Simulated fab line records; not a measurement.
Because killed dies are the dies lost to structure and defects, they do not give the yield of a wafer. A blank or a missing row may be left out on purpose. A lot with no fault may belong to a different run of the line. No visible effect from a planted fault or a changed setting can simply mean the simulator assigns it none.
A struck lot beside a sound one ; flow gf180mcu ; 15 out of 602 route steps
Sound: these wafers, L758.4, L758.5, L758.6. Struck: wafer L771.6 (L771.1, L771.2, from the same lot, were not struck and are left out); the cause is given at the end.
Each step with rows lists, per side, the tool, then ch with its chambers, then its first start. Under that, the readings that differ: sound wafers ; struck wafers ; difference of the means ; sigmas: that difference in standard deviations of wafers without a fault.
alike: readings with means less than 2 such deviations apart, plus words and numbers identical on both sides. not compared: withheld readings, readings lacking a value on some wafer, bounds such as >300 that could conceal the same value, and numbers that have no deviation in the record and whose values overlap.
Wherever a step has rows on one side only, a row that says differs or no value, or a row with sigmas, the two part there. Numbers that don't overlap but have no deviation are shown without sigmas and don't part them. A reading that every wafer of one side lacks parts them only if that side has two wafers or more.

GF_V3_CD_MEAS_14: the cd target is 260 nm.
  sound on cdSem-02, day 22 09:11; struck on cdSem-02, day 27 00:28
  alike: cdNm
GF_V3_OVL_MEAS_15:
  sound on overlay-02, day 22 09:16; struck on overlay-02, day 27 00:35
  alike: V3_OVL
GF_V3_ETCH_16: etches BARC in N2/H2.
  sound on rieDiel-02 ch 0,1,2, day 22 09:17; struck on rieDiel-01 ch 2, day 27 00:37
  alike: drypumpMotorCurrentA, oesProductAu, throttleValvePct
GF_V3_ETCH_17: etches SiO2 in C4F8/O2/Ar, stops on TiN, target depth 635 nm.
  sound on rieDiel-02 ch 0,1,2; struck on rieDiel-01 ch 2
  alike: oesProductAu
then, 3 steps without rows for these wafers: GF_V3_STRIP_18 (strips in O2/N2); GF_V3_STRIP_19 (strips in post etch residue remover, time 1200 s); GF_V3_CLEAN_20 (cleans in DIW).
GF_V3_SPUTTER_21: material Ti, target thk 15 nm, time 80.02 s.
  sound on pvdSputter-03, day 22 09:56; struck on pvdSputter-03, day 27 01:17
  alike: throttleValvePct
GF_V3_SPUTTER_22: material TiN, target thk 10 nm, time 40 s.
  sound on pvdSputter-03, day 22 10:01; struck on pvdSputter-03, day 27 01:20
  alike: throttleValvePct
GF_V3_CVD_23: deposits W, target thk 350 nm, time 104.9 s.
  sound on cvdW-02 ch 0,1, day 22 10:05; struck on cvdW-01 ch 0, day 27 01:23
  alike: heaterPowerW
GF_V3_RS_MEAS_24: measurement is done with a four-point probe.
  sound on filmMetro-02, day 22 10:13; struck on filmMetro-02, day 27 01:29
  alike: V3_W_RS
GF_V3_THK_MEAS_25: measures by xrf.
  sound on filmMetro-02, day 22 10:19; struck on filmMetro-02, day 27 01:37
  alike: V3_W_THK
GF_V3_CMP_26: polishes, stops on SiO2, t overpolish 15 s, target thk 0 nm.
  sound on cmp-01 ch 0,1,2, day 22 10:29; struck on cmp-01 ch 1, day 27 01:46
reading;sound;struck;difference;sigmas
slurryFlowMlMin;150.5 150.7 151.0;149.3;-1.4;-3
timeToEndpointS (s);89 87 88;51;-37;-9
  alike: motorCurrentA, overpolishRunS
then, 2 steps without rows for these wafers: GF_M4_SPUTTER_00 (material Ti, target thk 37.5 nm, time 150 s); GF_PASSIVATION_PROBE_99.

## WHERE THEY PART
Within this record, at GF_V3_CMP_26 only.

WHY: what the simulator had put in
cmp-01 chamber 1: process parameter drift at GF_V3_CMP_26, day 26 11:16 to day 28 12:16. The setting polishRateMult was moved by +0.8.
